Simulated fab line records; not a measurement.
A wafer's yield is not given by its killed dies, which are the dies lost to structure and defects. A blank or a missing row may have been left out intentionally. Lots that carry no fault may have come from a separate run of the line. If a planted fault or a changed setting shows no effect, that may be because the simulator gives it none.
Code-filled problem report in 8D (eight disciplines) form :: flow sky130 :: the parts of the form that need people (team, actions taken, sign-off) are left out

1. WHAT IS WRONG
Wafers without a fault read 5.3e-06 Torr, standard deviation 3.2e-07; end-station-pressure-torr at SKY_LDD_N_IMPLANT_08 reads a mean of 1.0e-04 Torr on 6 wafers belonging to 2 lots. So: +99 or more standard deviations from the usual mean.
First seen on wafer L932.2, day 22 00:45, on implanter-04. At this step, 36 wafers from 12 lots have a number in the record. Rule for "out", or "out of limits": more than 4 standard deviations from the usual mean. Any other wafer with a number is counted as sound.

2. WHAT IT IS, AND WHAT IT ISN'T
question: which readings at this step
is: end-station-pressure-torr, beam-on-s, faraday-current-uA
is not: -

question: which lots
is: L932, L934
is not: L922, L924, L925, L926, L927, L928, L941, L942, L943, L944

question: which wafers of those lots
is: all that have a number
is not: -

question: read on which tools
is: implanter-04
is not: implanter-01, implanter-03

question: when
is: from day 22 00:45
is not: up to then (18 sound wafers); but 12 sound wafers of L941, L942, L943, L944 came after

3. SUSPECTS, AND WHAT RULES EACH OUT
Counting: a tool at any process step up to the reading remains a suspect when it ran all the lots that are out and ran no sound lot after the first of those.
- implanter-04 at SKY_LDD_N_IMPLANT_08: kept. Every lot that is out went through it, starting with L932 (day 22 00:45), and after that it ran no sound lot; the last sound lot it ran before then is L928 (day 20 18:20). Its own beam-on-s, end-station-pressure-torr, faraday-current-uA readings are out on those wafers.
Remaining after the count: implanter-04 at SKY_LDD_N_IMPLANT_08.

4. THE CAUSE (what the simulator had put in)
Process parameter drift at SKY_LDD_N_IMPLANT_08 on implanter-04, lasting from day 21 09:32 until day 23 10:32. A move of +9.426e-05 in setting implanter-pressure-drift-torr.
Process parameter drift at SKY_LDD_N_IMPLANT_08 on implanter-04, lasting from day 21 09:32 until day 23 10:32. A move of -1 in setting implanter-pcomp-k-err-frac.
This tool alone remained once counting was done.

5. THE EFFECT CHAIN, in route order
Each row: a reading where the mean over the struck wafers with a number is more than 3 standard deviations away from the usual. Scope: only readings with a usual standard deviation given in the record; hours: median across lots of the time from each lot's start at the first step in this table that gives one to its start at this step; sigmas: change in usual standard deviations.
hours: 0
step: SKY_LDD_N_IMPLANT_08
reading: beam-on-s
usual: 9.97 s
on struck wafers: 12.17
change: +2.20
sigmas: +11

hours: 0
step: SKY_LDD_N_IMPLANT_08
reading: end-station-pressure-torr
usual: 5.3e-06 Torr
on struck wafers: 1.0e-04
change: +9.6e-05
sigmas: +99 or more

hours: 0
step: SKY_LDD_N_IMPLANT_08
reading: faraday-current-uA
usual: 423
on struck wafers: 351
change: -72
sigmas: -8.6

hours: 1
step: SKY_LDD_N_STRIP_16
reading: strip-time-to-endpoint-s
usual: 4.310 s
on struck wafers: 4.366
change: +0.056
sigmas: +4.3
Process steps it contains:
- SKY_LDD_N_IMPLANT_08
- SKY_LDD_N_STRIP_16: strips in O2/N2.

6. HOW IT WOULD HAVE BEEN CAUGHT EARLIER
First out-of-limits reading in this record: day 22 00:45, which is 15 hours after fault onset at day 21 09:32.
